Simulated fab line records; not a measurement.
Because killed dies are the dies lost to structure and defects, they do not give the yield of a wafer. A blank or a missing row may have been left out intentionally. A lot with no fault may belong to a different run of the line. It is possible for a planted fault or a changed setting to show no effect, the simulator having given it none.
fab line records | flow sky130
[record] lots = 6 wafers = 18 lastDay = 50
route steps=708 shown VT_ADJUST_LVTN@111 VT_ADJUST_NCORE@119
lots that met no fault: from a run of the same line without faults
startH: hours from the record's first day to the start of the lot's first wafer shown | waitH: time in hours since the lot's previous step | " same as the row above | L1.1+2: a single row standing in for several wafers | - either no value or no given start | * or withheld: withheld | < > ~ a bound
route shown NAME@n: NAME is a module with steps in the file, n the number in the route of the first one | usual: mean/standard deviation taken from wafers without a fault | same: alike in all rows | chamber/n: place in a boat | sites: the reading at each site | _std_site: the values' standard deviation | _edge_site: mean of outer sites minus mean of inner sites | radiusMm: how far each site lies from the wafer's centre | mask NAME#n: copy n | behind: the last tool/chamber to shape the wafer | hold: reason for holding the lot/hours on hold/outcome of the hold | device: whichever transistor did not switch (one of n, p or np) | end of line: tests of these same wafers at the route's end | step lacking rows: just its recipe | killed: at the first sort, the dies lost to defects and structure; wafer yield is something else | map: per-die view of a wafer (x killed, . not killed, _ where there is no die)
set.NAME: setting as actually run; set.NAME@STEP: the setting as run at that earlier step | model.NAME: the simulator's own value behind a step, which no gauge read
lots at selected steps of the route; one table per step, one row per wafer
services: when a tool's chamber went out of use (startH, in hours from the record's first day, below 0 if earlier), for how many hours, and the reason
[[steps]]
[step SKY_VT_ADJUST_LVTN_SOFTBAKE_14]
[recipe] tempC = 90 timeS = 60 resist = NOVOLAK
[step SKY_VT_ADJUST_LVTN_EXPOSE_15]
[recipe] maskId = HVN_STD_DERIVED na = 0.6 sourceShape = conventional sigmaOuter = 0.6 polarization = unpolarized targetCdNm = 600 doseMj = 163
[step SKY_VT_ADJUST_LVTN_PEB_16]
[recipe] tempC = withheld timeS = * resist = NOVOLAK
[step SKY_VT_ADJUST_LVTN_DEVELOP_17]
[recipe] resist = NOVOLAK developer = TMAH developTimeS = 60 devTempC = 23
[step SKY_VT_ADJUST_LVTN_OVL_MEAS_18]
[usual] VT_ADJUST_LVTN_01_OVL = 0.2/1.2
// columns lot.wafer tool chamber startH waitH VT_ADJUST_LVTN_01_OVL[nm]
L836.4 overlay-01 - 237.38 0.1 -0.8
L836.5 " - " " 0.2
L836.6 " - " " -0.1
L838.1 overlay-01 - 245.86 0.1 0.7
L838.2 " - " " 0.4
L838.5 " - " " 1.6
L841.2 overlay-01 - 267.16 0.1 -1.4
L841.4 " - " " -1.4
L841.6 " - " " -1.0
L842.1 overlay-01 - 271.81 0.1 1.5
L842.3 " - " " 1.2
L842.4 " - " " 1.2
L847.1 overlay-01 - 310.26 0.1 0.3
L847.2 " - " " 2.2
L847.3 " - " " 0.0
L848.2 overlay-01 - 316.84 0.1 0.2
L848.4 " - " " -1.3
L848.5 " - " " -0.9
[step SKY_VT_ADJUST_LVTN_IMPLANT_19]
[recipe] species = B energyKev = 30 doseCm2 = 6.5e+11 tiltDeg = withheld
[step SKY_VT_ADJUST_LVTN_STRIP_20]
[recipe] chemistry = O2/N2 powerW = 1400 pressureMtorr = 1500 platenTempC = withheld o2FlowSccm = 3000 n2FlowSccm = 300 overashFraction = 0.5
[usual] chamberPressureMTorr = 1499.8/1.4 drypumpMotorCurrentA = 5.9/0.55 oesProductAu = 0.715/0.0046 stripTimeToEndpointS = 14.18/0.045
// columns lot.wafer tool chamber startH waitH chamberPressureMTorr drypumpMotorCurrentA oesProductAu rfHoursCounterH stripTimeToEndpointS
L836.4 plasmaAsher-02 0 237.58 0.1 1501.4 6.0 0.717 - 14.22
L836.5 " 0 " " 1499.7 6.0 0.717 - 14.16
L836.6 " 1 " " 1501.3 4.9 0.715 - 14.24
L838.1 plasmaAsher-03 1 246.04 0.1 1496.7 5.9 0.717 12 14.20
L838.2 " 0 " " 1499.8 6.4 0.706 12 14.17
L838.5 " 1 " " 1499.3 5.9 0.713 - 14.16
L841.2 plasmaAsher-03 1 267.34 0.1 1499.8 5.9 0.721 15 14.21
L841.4 " 1 " " 1499.2 5.9 0.710 - 14.24
L841.6 " 1 " " 1500.3 5.9 0.707 - 14.20
L842.1 plasmaAsher-02 0 272.00 0.1 1498.8 6.0 0.713 61 14.21
L842.3 " 0 " " 1500.5 6.0 0.716 - 14.23
L842.4 " 1 " " 1501.3 5.0 0.723 - 14.17
L847.1 plasmaAsher-01 0 310.45 0.1 1500.8 5.6 0.714 61 14.20
L847.2 " 1 " " 1500.4 6.7 0.719 61 14.20
L847.3 " 1 " " 1498.9 6.7 0.713 - 14.22
L848.2 plasmaAsher-03 1 317.02 0.1 1502.5 5.9 0.726 20 14.13
L848.4 " 0 " " 1500.9 6.3 0.721 - 14.17
L848.5 " 0 " " 1501.2 6.3 0.717 - 14.22
[step SKY_VT_ADJUST_LVTN_TW_MEAS_21]
[usual] VT_ADJUST_LVTN_2_TW = 187.3/0.87
// columns lot.wafer tool chamber startH waitH VT_ADJUST_LVTN_2_TW
L836.4 filmMetro-04 - 237.67 0.1 188.0
L836.5 " - " " 187.4
L836.6 " - " " 187.3
L838.1 filmMetro-02 - 246.14 0.1 187.8
L838.2 " - " " 188.0
L838.5 " - " " 188.3
L841.2 filmMetro-04 - 267.45 0.1 185.8
L841.4 " - " " 186.0
L841.6 " - " " 186.5
L842.1 filmMetro-02 - 272.10 0.1 187.0
L842.3 " - " " 187.1
L842.4 " - " " 186.8
L847.1 filmMetro-03 - 310.55 0.1 187.1
L847.2 " - " " 187.4
L847.3 " - " " 187.1
L848.2 filmMetro-02 - 317.13 0.1 185.7
L848.4 " - " " 186.8
L848.5 " - " " 186.9
[step SKY_VT_ADJUST_NCORE_DEHYDRATE_00]
[recipe] tempC = 200 timeS = 60
[step SKY_VT_ADJUST_NCORE_HMDS_01]
[recipe] primeTimeS = 60 primeTempC = 120
[step SKY_VT_ADJUST_NCORE_COAT_02]
[recipe] resist = NOVOLAK spinRpm = 3000 resistThkNm = 1140
[step SKY_VT_ADJUST_NCORE_SOFTBAKE_03]
[recipe] tempC = 90 timeS = 60 resist = NOVOLAK
[step SKY_VT_ADJUST_NCORE_EXPOSE_04]
[recipe] maskId = LVTN_COMPLEMENT_THIN na = 0.6 sourceShape = conventional sigmaOuter = 0.6 polarization = unpolarized targetCdNm = 380 doseMj = 139
[usual] exposureDoseMJCm2 = 139.01/0.13 focusOffsetNm = 0.0/0.47
// columns lot.wafer tool chamber startH waitH mask exposureDoseMJCm2 focusOffsetNm
L836.4 ilineStepper-02 0 249.09 - LVTN_COMPLEMENT_THIN#0 139.12 0.9
L836.5 " 0 " " LVTN_COMPLEMENT_THIN#0 139.23 0.6
L836.6 " 0 " " LVTN_COMPLEMENT_THIN#0 138.97 0.5
L838.1 ilineStepper-01 0 257.48 - LVTN_COMPLEMENT_THIN#0 139.15 0.2
L838.2 " 0 " " LVTN_COMPLEMENT_THIN#0 138.90 0.2
L838.5 " 0 " " LVTN_COMPLEMENT_THIN#0 139.00 0.2
L841.2 ilineStepper-01 - 278.58 - LVTN_COMPLEMENT_THIN#0 - -
L841.4 " - " " LVTN_COMPLEMENT_THIN#0 - -
L841.6 " - " " LVTN_COMPLEMENT_THIN#0 - -
L842.1 ilineStepper-01 - 284.21 - LVTN_COMPLEMENT_THIN#0 - -
L842.3 " - " " LVTN_COMPLEMENT_THIN#0 - -
L842.4 " - " " LVTN_COMPLEMENT_THIN#0 - -
L847.1 ilineStepper-01 0 322.88 - LVTN_COMPLEMENT_THIN#0 139.00 0.2
L847.2 " 0 " " LVTN_COMPLEMENT_THIN#0 139.18 0.2
L847.3 " 0 " " LVTN_COMPLEMENT_THIN#0 139.29 0.6
L848.2 ilineStepper-01 0 330.71 - LVTN_COMPLEMENT_THIN#0 139.09 0.1
L848.4 " 0 " " LVTN_COMPLEMENT_THIN#0 139.10 1.0
L848.5 " 0 " " LVTN_COMPLEMENT_THIN#0 139.12 0.3
[step SKY_VT_ADJUST_NCORE_PEB_05]
[recipe] tempC = withheld timeS = * resist = NOVOLAK
[[services]]
// columns tool chamber startH hours kind
ilineStepper-01 - 250.90 3.5 repair
plasmaAsher-01 - 254.36 20.7 repair
ilineStepper-02 - 263.75 1.7 pm
[[key]]
[firstSign] step = SKY_VT_ADJUST_NCORE_EXPOSE_04 reading = toolRecord direction = missing
effect none on later readings
metAt SKY_VT_ADJUST_NCORE_EXPOSE_04
struckWafers L841.2,L841.4,L841.6,L842.1,L842.3,L842.4
sortLeftOut L841.2,L841.4,L841.6,L842.1,L842.3,L842.4
testerLeftOut L841,L842
onsetBetween 257.48 278.58
[fault] kind = skippedStepWhole tool = ilineStepper-01 chamber = - onsetH = 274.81 steps = SKY_VT_ADJUST_NCORE_EXPOSE_04 scope = struckLotsOnly
// testerLeftOut: of these lots the tester's yield and bins aren't shown, on N5 and GAA mostly nor the transistor test; their killed dies are dies lost to structure and defects alone, not to doping, threshold or leakage, so they don't give the yield
// sortLeftOut: the simulated sort isn't trusted on such a fault, so these wafers' sort isn't shown, and their yield isn't known
